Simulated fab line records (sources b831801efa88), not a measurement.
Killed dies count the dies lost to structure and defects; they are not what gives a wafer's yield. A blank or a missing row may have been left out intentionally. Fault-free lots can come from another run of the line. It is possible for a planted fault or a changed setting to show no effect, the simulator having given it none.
Chamber matching / flow gf180mcu / GF_STI_ETCH_14 on rie-si-01 has 4 sister chambers
The step etches Si in HBr/Cl2/O2, target depth 360 nm, time 102.9 s. 8 wafers are shown with their chamber, then 9 later ones without.

## WAFERS, EACH WITH ITS CHAMBER
wafer=L524.2; chamber=1; drypump-motor-current-A (A)=5.1; oes-product-au (a.u.)=1.000
wafer=L525.1; chamber=2; drypump-motor-current-A (A)=5.2; oes-product-au (a.u.)=1.001
wafer=L526.1; chamber=1; drypump-motor-current-A (A)=5.2; oes-product-au (a.u.)=1.001
wafer=L527.2; chamber=0; drypump-motor-current-A (A)=5.7; oes-product-au (a.u.)=1.013
wafer=L527.5; chamber=2; drypump-motor-current-A (A)=5.2; oes-product-au (a.u.)=0.999
wafer=L533.3; chamber=3; drypump-motor-current-A (A)=5.6; oes-product-au (a.u.)=0.999
wafer=L533.5; chamber=3; drypump-motor-current-A (A)=5.7; oes-product-au (a.u.)=1.005
wafer=L533.6; chamber=0; drypump-motor-current-A (A)=5.7; oes-product-au (a.u.)=1.022

## WAFERS WHOSE CHAMBER IS MISSING
wafer=L539.2; drypump-motor-current-A (A)=5.7; oes-product-au (a.u.)=1.019
wafer=L539.3; drypump-motor-current-A (A)=5.1; oes-product-au (a.u.)=0.985
wafer=L539.6; drypump-motor-current-A (A)=5.1; oes-product-au (a.u.)=1.014
wafer=L542.1; drypump-motor-current-A (A)=5.7; oes-product-au (a.u.)=1.015
wafer=L542.2; drypump-motor-current-A (A)=5.6; oes-product-au (a.u.)=0.996
wafer=L542.4; drypump-motor-current-A (A)=5.2; oes-product-au (a.u.)=0.992
wafer=L545.1; drypump-motor-current-A (A)=5.1; oes-product-au (a.u.)=0.990
wafer=L545.3; drypump-motor-current-A (A)=5.6; oes-product-au (a.u.)=0.987
wafer=L545.6; drypump-motor-current-A (A)=5.6; oes-product-au (a.u.)=0.997

## EACH ONE'S CHAMBER
wafer=L539.2; from the rows above=0; in truth=0
wafer=L539.3; from the rows above=can't be placed: 1 or 2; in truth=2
wafer=L539.6; from the rows above=can't be placed: 1 or 2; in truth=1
wafer=L542.1; from the rows above=0; in truth=0
wafer=L542.2; from the rows above=3; in truth=3
wafer=L542.4; from the rows above=can't be placed: 2 or 1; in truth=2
wafer=L545.1; from the rows above=can't be placed: 1 or 2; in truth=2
wafer=L545.3; from the rows above=3; in truth=3
wafer=L545.6; from the rows above=3; in truth=3
5 of 9 placed correctly. Can't be placed from these rows: 4 (the true chamber is among the candidates in 4). 0 placed wrongly.
How it was worked out, from the rows above alone: a wafer's distance from a chamber is the root of the sum, over the readings, of the square of ((its reading less the chamber's mean) divided by the reading's scatter). If the next closest chamber is less than 2 further off than the closest, the wafer can't be placed; otherwise it belongs to the closest. For every chamber, the mean is computed from those of its wafers that are shown. How the scatter is found: for the shown wafers, subtract from each reading the mean of its chamber, square and add these, divide the total by (wafers less chambers), then take the root.
